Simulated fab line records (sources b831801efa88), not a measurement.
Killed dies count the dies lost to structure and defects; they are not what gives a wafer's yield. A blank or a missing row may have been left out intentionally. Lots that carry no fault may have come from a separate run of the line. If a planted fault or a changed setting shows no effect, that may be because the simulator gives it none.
Comparing a struck lot with a sound one ; flow gf180mcu ; 17 steps out of a route of 602
Sound: the wafers L997.3, L997.4, L997.5. Struck: wafer L989.2 (left out: L989.6, a lot-mate that was not struck); the cause follows at the end.
Each step with rows lists, per side, the tool, then ch with its chambers, then its first start. Under that, the readings that differ: sound wafers ; struck wafers ; difference of the means ; sigmas: that difference in standard deviations of wafers without a fault.
alike: a reading whose means differ by less than 2 such deviations, as well as words and numbers matching on both sides. not compared: withheld readings; readings where some wafer has no value; bounds like >300 that might hide an equal value; numbers whose values overlap and for which the record gives no deviation.
A row with sigmas, a row that says differs or no value, or rows on one side alone: a step with any of these is where the two part. When numbers do not overlap yet have no deviation, they are printed without sigmas and do not part them. A reading missing from all wafers of one side parts the sides only when that side holds two or more wafers.

first, 2 steps without rows for these wafers: GF_CONTACT_PEB_12 (peb time 90 s); GF_CONTACT_DEVELOP_13 (develop time 60 s).
GF_CONTACT_CD_MEAS_14 targets a cd of 220 nm.
  sound: cd-sem-01 at day 21 14:36; struck: cd-sem-01 at day 18 20:10
  alike: cd-nm
GF_CONTACT_OVL_MEAS_15:
  sound: overlay-02 at day 21 14:41; struck: overlay-02 at day 18 20:16
  alike: CONTACT_OVL
GF_CONTACT_ETCH_16: etches BARC in N2/H2.
  sound on rie-diel-02 ch 0,1,2, day 21 14:43; struck on rie-diel-02 ch 0, day 18 20:18
  alike: drypump-motor-current-A, oes-product-au, throttle-valve-pct
GF_CONTACT_ETCH_17: etches SiO2 in C4F8/O2/Ar, stops on CoSi2, target depth 860 nm.
  sound on rie-diel-02 ch 0,1,2; struck on rie-diel-02 ch 3
  alike: oes-product-au
GF_CONTACT_STRIP_18: strips in O2/N2.
  sound on plasma-asher-03 ch 0,1, day 21 14:55; struck on plasma-asher-02 ch 1, day 18 20:28
reading;sound;struck;difference;sigmas
rf-hours-counter-h (h);- - -;29;no value on the sound wafers;
  alike: drypump-motor-current-A, heater-power-w, oes-product-au
then, 3 steps without rows for these wafers: GF_CONTACT_CLEAN_19 (cleans in SPM); GF_CONTACT_CLEAN_20 (cleans in DIW); GF_CONTACT_CLEAN_21 (cleans in dHF, time 20 s).
GF_CONTACT_SPUTTER_22: material Ti, target thk 15 nm, time 80.02 s.
  sound: pvd-sputter-01 at day 21 15:11; struck: pvd-sputter-04 at day 18 20:46
  alike: throttle-valve-pct
then, 1 step without rows for these wafers: GF_CONTACT_SPUTTER_23 (material TiN, target thk 10 nm, time 40 s).
GF_CONTACT_CVD_24: deposits W, target thk 300 nm, time 90.339 s.
  sound on cvd-w-01 ch 0,1, day 21 15:19; struck on cvd-w-02 ch 0, day 18 20:52
reading;sound;struck;difference;sigmas
since-wet-clean-h (h);- - -;525;no value on the sound wafers;
model.W_of_CONTACT_CVD_24.thk-nm (nm);299.6 298.2 300.2;412.8;+113.5;
  alike: heater-power-w
GF_CONTACT_RS_MEAS_25: the measuring method here is four-point-probe.
  sound: film-metro-02 at day 21 15:26; struck: film-metro-02 at day 18 20:59
reading;sound;struck;difference;sigmas
CONTACT_W_RS (ohm/sq);0.383 0.385 0.382;0.277;-0.106;-25
GF_CONTACT_THK_MEAS_26: measures by xrf.
  sound: film-metro-02 at day 21 15:32; struck: film-metro-02 at day 18 21:05
reading;sound;struck;difference;sigmas
CONTACT_W_THK (nm);294 292 295;398;+104;+29
GF_CONTACT_CMP_27: polishes, stops on SiO2, t overpolish 15 s, target thk 0 nm.
  sound on cmp-01 ch 0,1,2, day 21 15:37; struck on cmp-01 ch 0, day 18 21:11
reading;sound;struck;difference;sigmas
time-to-endpoint-s (s);72.4 75.4 77.5;103.3;+28.2;+11
  alike: head-pressure-psi, motor-current-A, slurry-filter-dp-kPa
GF_M1_SPUTTER_00: material Ti, target thk 37.5 nm, time 150 s.
  sound: pvd-sputter-02 at day 21 15:52; struck: pvd-sputter-03 at day 18 21:26
  alike: throttle-valve-pct

## WHERE THEY PART
Earliest at GF_CONTACT_STRIP_18; latest, in this record, at GF_CONTACT_CMP_27. Later steps at which nothing parts them and some readings are alike: GF_M1_SPUTTER_00.

WHY: whatever the simulator had introduced
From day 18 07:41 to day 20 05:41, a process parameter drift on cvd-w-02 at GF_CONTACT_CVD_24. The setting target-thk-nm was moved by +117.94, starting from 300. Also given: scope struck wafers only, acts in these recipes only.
